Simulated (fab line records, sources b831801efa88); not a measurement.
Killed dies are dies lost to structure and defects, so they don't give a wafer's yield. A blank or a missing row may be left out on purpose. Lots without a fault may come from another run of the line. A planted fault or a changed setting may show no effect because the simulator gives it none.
Which tool did it? | flow sky130 | 12 lots, 36 wafers sampled, at 5 steps of a route of 708

WHAT THE GAUGES READ, wafer by wafer
SKY_CONTACT_THK_MEAS_26: measures by xrf. Usual: CONTACT_W_THK 352 nm, standard deviation 6.7.
lot  | measured     | on            | CONTACT_W_THK (nm) | flag
L619 | day 31 04:50 | film_metro-02 | 346 349 346        |
L620 | day 31 18:38 | film_metro-03 | 356 354 354        |
L623 | day 32 13:23 | film_metro-04 | 356 361 350        |
L624 | day 34 02:53 | film_metro-03 | 349 348 350        |
L627 | day 34 06:35 | film_metro-04 | 352 360 351        |
L628 | day 34 11:22 | film_metro-02 | 342 344 337        |
L629 | day 34 19:20 | film_metro-04 | 349 351 351        |
L630 | day 35 00:16 | film_metro-04 | 351 351 348        |
L636 | day 36 23:18 | film_metro-04 | 352 352 351        |
L637 | day 37 03:32 | film_metro-02 | 346 350 349        |
L640 | day 37 22:10 | film_metro-04 | 347 350 349        |
L641 | day 38 10:16 | film_metro-02 | 354 347 351        |

SKY_VIA1_BOW_MEAS_03. Usual: VIA1_BOW 81 um, standard deviation 7.3.
lot  | measured     | on            | VIA1_BOW (um) | flag
L619 | day 32 09:31 | film_metro-01 | 82 95 66      |
L620 | day 32 23:27 | film_metro-02 | 78 70 87      |
L623 | day 33 18:52 | film_metro-04 | 88 90 79      |
L624 | day 35 08:12 | film_metro-02 | 82 92 85      |
L627 | day 35 11:54 | film_metro-01 | 79 77 74      |
L628 | day 35 16:53 | film_metro-04 | 74 74 78      |
L629 | day 36 01:05 | film_metro-04 | 94 82 102     |
L630 | day 36 05:33 | film_metro-04 | 85 75 81      |
L636 | day 38 03:32 | film_metro-02 | 92 77 74      |
L637 | day 38 08:05 | film_metro-04 | 73 69 81      |
L640 | day 39 03:14 | film_metro-01 | 71 82 85      |
L641 | day 39 12:46 | film_metro-02 | 84 75 68      |

SKY_VIA2_THK_MEAS_01. Usual: VIA2_HDPCVD_THK 1177 nm, standard deviation 12.
lot  | measured     | on            | VIA2_HDPCVD_THK (nm) | flag
L619 | day 34 18:16 | film_metro-02 | 1176 1190 1171       |
L620 | day 35 07:56 | film_metro-03 | 1184 1173 1166       |
L623 | day 36 03:42 | film_metro-04 | 1176 1173 1171       |
L624 | day 37 16:23 | film_metro-03 | 1177 1165 1174       |
L627 | day 37 19:56 | film_metro-02 | 1186 1173 1177       |
L628 | day 38 01:04 | film_metro-03 | 1165 1164 1172       |
L629 | day 38 08:56 | film_metro-04 | 1171 1181 1189       |
L630 | day 38 12:37 | film_metro-02 | 1162 1161 1169       |
L636 | day 40 08:29 | film_metro-03 | 1175 1168 1174       |
L637 | day 40 11:02 | film_metro-03 | 1179 1170 1761       | OFF
L640 | day 41 05:57 | film_metro-02 | 1162 1160 1759       | OFF
L641 | day 41 15:56 | film_metro-02 | 1186 1184 1186       |

WHICH TOOL RAN EACH LOT (tool, then ch and the chambers of the sampled wafers, then the start)
lot  | SKY_CONTACT_ETCH_18                           | SKY_VIA2_HDPCVD_00
L619 | rie_diel-01 ch 0,1,3, day 31 04:50 or earlier | hdpcvd-01 ch 0,2, day 34 18:08
L620 | rie_diel-03 ch 0,2, day 31 18:38 or earlier   | hdpcvd-02 ch 0,2, day 35 07:49
L623 | rie_diel-03 ch 0,1,2, day 32 13:23 or earlier | hdpcvd-01 ch 0,1,2, day 36 03:37
L624 | rie_diel-03 ch 0,1, day 34 02:53 or earlier   | hdpcvd-02 ch 0,2, day 37 16:16
L627 | rie_diel-01 ch 0,1,3, day 34 06:35 or earlier | hdpcvd-01 ch 0,2, day 37 19:47
L628 | rie_diel-04 ch 1,2, day 34 11:22 or earlier   | hdpcvd-02 ch 1,2, day 38 00:56
L629 | rie_diel-01 ch 0,1, day 34 19:20 or earlier   | hdpcvd-02 ch 0,2, day 38 08:49
L630 | rie_diel-04 ch 1,2,3, day 35 00:16 or earlier | hdpcvd-02 ch 0,1,2, day 38 12:29
L636 | rie_diel-03 ch 0,1,3, day 36 23:18 or earlier | hdpcvd-02 ch 1,2, day 40 08:21
L637 | rie_diel-03 ch 1,2,3, day 37 03:32 or earlier | hdpcvd-02 ch 0,1, day 40 10:54
L640 | rie_diel-03 ch 0,1,2, day 37 22:10 or earlier | hdpcvd-02 ch 0,1,2, day 41 05:49
L641 | rie_diel-01 ch 0,2,3, day 38 10:16 or earlier | hdpcvd-01 ch 0,1,2, day 41 15:47
- SKY_CONTACT_ETCH_18: etches Si3N4 in CHF3/O2, stops on TiN, time 39 s, target depth 75 nm.
- SKY_VIA2_HDPCVD_00: deposits SiO2, target thk 1180 nm, time 196.7 s.

WHAT THE TOOLS THEMSELVES READ (means of the sampled wafers that have a number; where no wafer has one, the mark that the record gives instead)
SKY_CONTACT_ETCH_18. Usual: drypump_motor_current_A 5.6 A, standard deviation 0.35; oes_product_au 0.853 a.u., standard deviation 0.0079; throttle_valve_pct 8.792 %, standard deviation 0.0087.
lot  | tool        | drypump_motor_current_A (A) | oes_product_au (a.u.) | throttle_valve_pct (%) | flag
L619 | rie_diel-01 | 6.1                         | 0.859                 | 8.799                  |
L620 | rie_diel-03 | 5.5                         | 0.853                 | 8.797                  |
L623 | rie_diel-03 | 5.5                         | 0.863                 | 8.797                  |
L624 | rie_diel-03 | 5.5                         | 0.843                 | 8.793                  |
L627 | rie_diel-01 | 6.2                         | 0.851                 | 8.792                  |
L628 | rie_diel-04 | 5.6                         | 0.854                 | 8.792                  |
L629 | rie_diel-01 | 5.9                         | 0.852                 | 8.794                  |
L630 | rie_diel-04 | 5.5                         | 0.852                 | 8.792                  |
L636 | rie_diel-03 | 5.5                         | 0.859                 | 8.793                  |
L637 | rie_diel-03 | 5.4                         | 0.846                 | 8.792                  |
L640 | rie_diel-03 | 5.5                         | 0.856                 | 8.793                  |
L641 | rie_diel-01 | 6.0                         | 0.851                 | 8.795                  |

SKY_VIA2_HDPCVD_00. Usual: sih4_flow_sccm 60.00 sccm, standard deviation 0.18.
lot  | tool      | sih4_flow_sccm (sccm) | flag
L619 | hdpcvd-01 | 60.06                 |
L620 | hdpcvd-02 | 59.98                 |
L623 | hdpcvd-01 | 59.93                 |
L624 | hdpcvd-02 | 60.09                 |
L627 | hdpcvd-01 | 60.12                 |
L628 | hdpcvd-02 | 59.96                 |
L629 | hdpcvd-02 | 59.88                 |
L630 | hdpcvd-02 | 60.08                 |
L636 | hdpcvd-02 | 59.97                 |
L637 | hdpcvd-02 | 69.85                 | OFF
L640 | hdpcvd-02 | 69.92                 | OFF
L641 | hdpcvd-01 | 59.96                 |

THE ANSWER, worked out from the rows above alone
Rule: a lot is off if the mean of its wafers that have a number lies more than 3 standard deviations from the usual mean. A lot without any number at a reading at which 4 lots or more have one is off too. The other lots that the step has rows for count as sound. The gauges are gone through in route order, then the tools' own readings, and for those a lot's mean is taken as printed above. The first step at which some lot is off is used, and at that step the reading that is off furthest; a lot without a number counts as furthest.
Off: L637, L640, at SKY_VIA2_THK_MEAS_01 (VIA2_HDPCVD_THK).
A tool fits if, at a process step before that reading, it ran every lot that is off, and no sound lot after the first of them. The gauges at SKY_VIA2_THK_MEAS_01 aren't tried: what is off there is off at SKY_VIA2_HDPCVD_00 too, on other tools, and a gauge's error can't cause that. SKY_CONTACT_ETCH_18 gives no start for some lots, so the hours and the order of its lots are those of SKY_CONTACT_THK_MEAS_26. Can't be told from this: 2 tools fit, rie_diel-03 at SKY_CONTACT_ETCH_18, hdpcvd-02 at SKY_VIA2_HDPCVD_00.

WHAT THE SIMULATOR HAD PUT IN
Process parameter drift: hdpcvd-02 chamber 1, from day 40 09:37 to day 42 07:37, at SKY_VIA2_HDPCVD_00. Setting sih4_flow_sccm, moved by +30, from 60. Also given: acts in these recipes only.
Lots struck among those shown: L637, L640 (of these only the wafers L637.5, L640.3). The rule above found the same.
